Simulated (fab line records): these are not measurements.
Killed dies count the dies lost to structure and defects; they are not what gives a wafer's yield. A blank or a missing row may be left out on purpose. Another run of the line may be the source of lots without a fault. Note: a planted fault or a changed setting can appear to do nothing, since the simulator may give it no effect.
Matching of chambers + flow gf180mcu + GF_V4_CVD_02 on pecvd-04: 3 sister chambers
The step deposits SiO2 from TEOS, target thk 850 nm, time 94.851 s. 6 wafers are shown with their chamber, then 12 later ones without.

== EACH WAFER AND ITS CHAMBER ==
| wafer  | chamber | heater-power-w (W) |
|--------|---------|--------------------|
| L081.1 | 0       | 667                |
| L081.5 | 0       | 713                |
| L087.6 | 1       | 474                |
| L089.1 | 1       | 488                |
| L089.3 | 2       | 719                |
| L089.4 | 2       | 717                |

== WAFERS WITHOUT THEIR CHAMBER ==
| wafer  | heater-power-w (W) |
|--------|--------------------|
| L090.1 | 679                |
| L090.3 | 499                |
| L090.6 | 521                |
| L091.1 | 736                |
| L091.2 | 531                |
| L091.3 | 617                |
| L092.2 | 424                |
| L092.3 | 715                |
| L092.6 | 463                |
| L096.1 | 609                |
| L096.3 | 631                |
| L096.6 | 689                |

== WHICH CHAMBER EACH ONE RAN IN ==
| wafer  | from the rows above     | in truth |
|--------|-------------------------|----------|
| L090.1 | can't be placed: 0 or 2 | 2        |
| L090.3 | 1                       | 1        |
| L090.6 | 1                       | 1        |
| L091.1 | can't be placed: 2 or 0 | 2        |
| L091.2 | 1                       | 1        |
| L091.3 | can't be placed: 0 or 2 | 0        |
| L092.2 | 1                       | 1        |
| L092.3 | can't be placed: 2 or 0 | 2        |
| L092.6 | 1                       | 1        |
| L096.1 | can't be placed: 0 or 2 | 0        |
| L096.3 | can't be placed: 0 or 2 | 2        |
| L096.6 | can't be placed: 0 or 2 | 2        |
5 of 12 placed correctly. Not placeable from these rows: 7 (in 7, the candidates include the true chamber). 0 placed wrongly.
How it was worked out, from the rows above alone: a wafer's distance from a chamber is the root of the sum, over the readings, of the square of ((its reading less the chamber's mean) divided by the reading's scatter). The wafer belongs to the nearest chamber; if the next one is less than 2 further off, it can't be placed. Each chamber's mean is taken over the wafers shown for it. The scatter: take each reading less its chamber's mean, square it, sum over the shown wafers, divide by the number of wafers less the number of chambers, and take the root.
